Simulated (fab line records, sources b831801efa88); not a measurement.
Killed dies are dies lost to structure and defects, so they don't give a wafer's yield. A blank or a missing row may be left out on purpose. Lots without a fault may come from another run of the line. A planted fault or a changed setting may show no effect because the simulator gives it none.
Chamber matching | flow gf180mcu | GF_STI_CMP_25 on cmp-02: 4 sister chambers
The step polishes, stops on Si3N4, t overpolish 33 s, target thk 524.6 nm. 8 wafers are shown with their chamber, then 8 later ones without.

WAFERS WITH THEIR CHAMBER
wafer  | chamber | motor_current_A (A) | time_to_endpoint_s (s)
L379.2 | 0       | 11.0                | 128
L379.4 | 2       | 10.6                | 122
L379.5 | 3       | 12.1                | 132
L381.4 | 3       | 11.7                | 125
L389.1 | 1       | 11.0                | 110
L389.4 | 2       | 12.3                | 104
L389.5 | 1       | 10.6                | 109
L392.1 | 0       | 10.8                | 111

WAFERS WITHOUT THEIR CHAMBER
wafer  | motor_current_A (A) | time_to_endpoint_s (s)
L392.2 | 11.4                | 112
L392.5 | 12.9                | 112
L394.1 | 12.3                | 114
L394.2 | 11.6                | 109
L394.5 | 11.5                | 110
L397.1 | 11.8                | 108
L397.3 | 12.0                | 111
L397.4 | 11.7                | 111

WHICH CHAMBER EACH WENT THROUGH
wafer  | from the rows above               | in truth
L392.2 | can't be placed: 2 or 1 or 0 or 3 | 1
L392.5 | can't be placed: 2 or 3 or 0 or 1 | 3
L394.1 | can't be placed: 2 or 3 or 0 or 1 | 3
L394.2 | can't be placed: 2 or 1 or 0 or 3 | 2
L394.5 | can't be placed: 2 or 1 or 0 or 3 | 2
L397.1 | can't be placed: 2 or 1 or 0 or 3 | 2
L397.3 | can't be placed: 2 or 1 or 3 or 0 | 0
L397.4 | can't be placed: 2 or 1 or 0 or 3 | 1
Placed correctly: 0 of 8. Can't be placed from these rows: 8 (the true chamber is among the candidates in 8). Placed wrongly: 0.
How it was worked out, from the rows above alone: a wafer's distance from a chamber is the root of the sum, over the readings, of the square of ((its reading less the chamber's mean) divided by the reading's scatter). The wafer belongs to the nearest chamber; if the next one is less than 2 further off, it can't be placed. A chamber's mean is the mean of its shown wafers. The scatter: the root of (the sum of the squares of (reading less its chamber's mean) over the shown wafers, divided by (wafers less chambers)).
